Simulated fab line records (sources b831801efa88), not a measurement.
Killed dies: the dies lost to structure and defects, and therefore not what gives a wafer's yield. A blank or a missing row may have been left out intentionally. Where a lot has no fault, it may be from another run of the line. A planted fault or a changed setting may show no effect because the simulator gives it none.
Check of tool commonality	flow sky130	11 lots and 33 wafers in the sample

## WHAT PROMPTED THE OPENING
At SKY_LI_CONTACT_RS_MEAS_22 the reading LI_CONTACT_W_RS is flagged on 2 of 11 lots. Wafers without a fault read 0.2686 ohm/sq, standard deviation 0.0026.
Rule: a lot is flagged in two cases, either no wafer of it has a number, or all its wafers with numbers fall more than 4 standard deviations from that mean. As for the other lots, they are considered sound.

lot	measured	on	LI_CONTACT_W_RS (ohm/sq), wafer by wafer	flag
L122	day 29 10:58	filmMetro-01	0.2674 0.2718 0.2698	
L123	day 29 14:26	filmMetro-04	0.2690 0.2711 0.2671	
L129	day 32 00:03	filmMetro-01	0.2342 0.2327 0.2313	FLAGGED
L130	day 32 11:52	filmMetro-02	0.2351 0.2364 0.2343	FLAGGED
L133	day 33 05:11	filmMetro-01	0.2652 0.2674 0.2643	
L138	day 34 13:23	filmMetro-01	0.2630 0.2636 0.2647	
L140	day 35 05:34	filmMetro-01	0.2713 0.2736 0.2719	
L141	day 35 12:44	filmMetro-04	0.2674 0.2635 0.2672	
L142	day 35 19:53	filmMetro-04	0.2694 0.2718 0.2712	
L143	day 36 00:19	filmMetro-04	0.2690 0.2698 0.2699	
L144	day 36 04:20	filmMetro-04	0.2640 0.2655 0.2691	
Average over the flagged lots: 0.2340 ohm/sq; offset from the usual -0.0346 ohm/sq, equal to -13 standard deviations.

## LOT BY LOT: THE TOOL USED
The record holds 1 process step before the reading, out of a route of 708 steps. Read each cell as the tool, then ch plus the chambers that the sampled wafers visited, then the start.
lot	flag	SKY_LI_CONTACT_CVD_21
L122		cvdW-02 ch 0,1, day 29 10:49
L123		cvdW-01 ch 0,1, day 29 14:19
L129	FLAGGED	cvdW-02 ch 0,1, day 31 23:54
L130	FLAGGED	cvdW-02 ch 0,1, day 32 11:44
L133		cvdW-01 ch 0,1, day 33 05:02
L138		cvdW-01 ch 0, day 34 13:14
L140		cvdW-01 ch 0,1, day 35 05:26
L141		cvdW-02 ch 0,1, day 35 12:36
L142		cvdW-02 ch 0,1, day 35 19:46
L143		cvdW-02 ch 0,1, day 36 00:11
L144		cvdW-02 ch 0,1, day 36 04:11
What the steps here do:
- SKY_LI_CONTACT_CVD_21: deposits W, target thk 400 nm, time 120.56 s.
- SKY_LI_CONTACT_RS_MEAS_22: measures by four-point-probe.

## FLAGGED OVER TOTAL, TOOL BY TOOL (the gauges that took the reading come last)
step	tool	lots run	flagged	share of the flagged lots	sound lots run after its first flagged lot
SKY_LI_CONTACT_CVD_21	cvdW-01	4	0	none	-
SKY_LI_CONTACT_CVD_21	cvdW-02	7	2	all	4 (L141,L142,L143,L144)
SKY_LI_CONTACT_RS_MEAS_22	filmMetro-01	5	1	some	3 (L133,L138,L140)
SKY_LI_CONTACT_RS_MEAS_22	filmMetro-02	1	1	some	0
SKY_LI_CONTACT_RS_MEAS_22	filmMetro-04	5	0	none	-

## WHAT THE TABLE ALLOWS
All flagged lots share 1 row of the table, namely cvdW-02 at SKY_LI_CONTACT_CVD_21.
- cvdW-02 at SKY_LI_CONTACT_CVD_21 ran 7 lots, 2 of them flagged. Sound lots followed the first flagged one (L141, L142, L143, L144) on it, something a lasting fault affecting the whole tool could not allow.
There is no row in the table that ran each flagged lot and no sound lot after the first.

## WHAT WAS PUT IN BY THE SIMULATOR
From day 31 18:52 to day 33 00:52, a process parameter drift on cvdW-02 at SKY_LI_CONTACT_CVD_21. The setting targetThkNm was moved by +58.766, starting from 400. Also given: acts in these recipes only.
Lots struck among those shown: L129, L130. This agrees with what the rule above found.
